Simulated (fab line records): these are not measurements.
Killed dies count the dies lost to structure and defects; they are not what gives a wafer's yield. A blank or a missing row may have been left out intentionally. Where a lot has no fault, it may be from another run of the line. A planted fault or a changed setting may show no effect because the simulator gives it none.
A struck lot beside a sound one / flow gf180mcu / 15 steps out of a route of 602
Sound: wafers L732.3, L732.5, L732.6. Struck: wafers L723.2, L723.6 (left out: L723.1, a lot-mate that was not struck); the cause follows at the end.
At each step with rows: each side's tool, then ch and its chambers, then its first start. Under that, the readings that differ: sound wafers / struck wafers / difference of the means / sigmas: that difference in standard deviations of wafers without a fault.
alike: a reading whose means differ by less than 2 such deviations, as well as words and numbers matching on both sides. not compared: withheld readings; readings where some wafer has no value; bounds like >300 that might hide an equal value; numbers whose values overlap and for which the record gives no deviation.
A row with sigmas, a row that says differs or no value, or rows on one side alone: a step with any of these is where the two part. Non-overlapping numbers with no deviation appear without sigmas and do not part them. A reading missing from all wafers of one side parts the sides only when that side holds two or more wafers.

first, 4 steps without rows for these wafers: GF_DNWELL_EXPOSE_04 (exposes mask DNWELL, target cd 1700 nm); GF_DNWELL_PEB_05; GF_DNWELL_DEVELOP_06 (develop time 60 s); GF_DNWELL_IMPLANT_07.
GF_DNWELL_STRIP_08: strips in O2/N2.
  sound on plasmaAsher-04 ch 0,1, day 6 11:10; struck on plasmaAsher-03 ch 0,1, day 4 14:25
  alike: drypumpMotorCurrentA, heaterPowerW, n2FlowSccm, oesProductAu, stripTimeToEndpointS
  not compared: rfHoursCounterH
GF_DNWELL_TW_MEAS_09:
  sound: filmMetro-04 at day 6 11:15; struck: filmMetro-04 at day 4 14:31
  alike: DNWELL_TW
then, 6 steps without rows for these wafers: GF_NWELL_DEHYDRATE_00 (time 60 s); GF_NWELL_HMDS_01 (prime time 60 s); GF_NWELL_COAT_02 (resist thk 3000 nm); GF_NWELL_SOFTBAKE_03; GF_NWELL_EXPOSE_04 (exposes mask Nwell, target cd 860 nm); GF_NWELL_PEB_05.
GF_NWELL_DEVELOP_06: develop time 60 s.
  sound on lithoTrack-04 ch 0, day 7 02:00; struck on lithoTrack-01 ch 0, day 5 03:00
GF_NWELL_OVL_MEAS_07:
  sound: overlay-01 at day 7 02:13; struck: overlay-01 at day 5 03:51
reading=NWELL_OVL (nm); sound=0.5 0.8 2.4; struck=- -; difference=no value on the struck wafers; sigmas=
next, for these wafers, 1 step has no rows: GF_NWELL_IMPLANT_08.

== WHERE THEY PART ==
Within this record, at GF_NWELL_OVL_MEAS_07 only.

WHY: what had been put in by the simulator
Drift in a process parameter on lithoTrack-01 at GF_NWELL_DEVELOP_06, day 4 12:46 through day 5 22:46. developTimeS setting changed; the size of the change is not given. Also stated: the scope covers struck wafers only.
